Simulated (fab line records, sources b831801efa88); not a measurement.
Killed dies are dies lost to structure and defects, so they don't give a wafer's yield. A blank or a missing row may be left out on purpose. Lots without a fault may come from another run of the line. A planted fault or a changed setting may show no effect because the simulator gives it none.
Which tool did it? | flow sky130 | 7 lots, 20 wafers sampled, at 2 steps of a route of 708

WHAT THE GAUGES READ, wafer by wafer
SKY_LDD_HVP_TW_MEAS_10.
lot  | measured     | on            | LDD_HVP_TW
L422 | day 21 12:31 | film_metro-01 | 449 450 447
L424 | day 22 19:29 | film_metro-01 | 450 451 451
L427 | day 23 21:39 | film_metro-01 | 450 451 451
L430 | day 24 20:26 | film_metro-02 | 428 452 430
L433 | day 26 01:22 | film_metro-01 | 450 429
L439 | day 28 09:38 | film_metro-01 | 448 449 448
L441 | day 28 20:23 | film_metro-02 | 448 446 447

WHICH TOOL RAN EACH LOT (tool, then ch and the chambers of the sampled wafers, then the start)
lot  | SKY_LDD_HVP_DEVELOP_06
L422 | litho_track-02 ch 0, day 21 12:05
L424 | litho_track-04 ch 0, day 22 19:04
L427 | litho_track-04 ch 0, day 23 21:15
L430 | litho_track-04 ch 0, day 24 20:01
L433 | litho_track-04 ch 0, day 26 01:00
L439 | litho_track-01 ch 0, day 28 09:13
L441 | litho_track-01 ch 0, day 28 19:58
- SKY_LDD_HVP_DEVELOP_06: develop time 60 s.

THE ANSWER, worked out from the rows above alone
Rule: what is usual is taken from the lots themselves. Put in order of their means at a reading, lots are off if they are a third of the lots or fewer, leave a main group of 4 or more, and stand apart from it by a gap of 3 or more times the standard deviation of the main group's means; of several such gaps the widest counts. A main group whose means are all the same, to the digits that the tables above print for the reading, isn't used. A lot without any number at a reading at which 4 lots or more have one is off too. The other lots that the step has rows for count as sound.
Off: L430, L433, at SKY_LDD_HVP_TW_MEAS_10 (LDD_HVP_TW). The main group: mean 449, standard deviation 1.4.
A tool fits if, at a process step before that reading, it ran every lot that is off, and no sound lot after the first of them. The gauges at SKY_LDD_HVP_TW_MEAS_10 are tried like those tools. One fits: litho_track-04 at SKY_LDD_HVP_DEVELOP_06. Its last sound lot is L427 (day 23 21:15), its first lot that is off L430 (day 24 20:01): a fault that began between those two fits.

WHAT THE SIMULATOR HAD PUT IN
Process parameter drift: litho_track-04, from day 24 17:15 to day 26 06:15, at SKY_LDD_HVP_DEVELOP_06. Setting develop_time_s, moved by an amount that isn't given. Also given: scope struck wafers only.
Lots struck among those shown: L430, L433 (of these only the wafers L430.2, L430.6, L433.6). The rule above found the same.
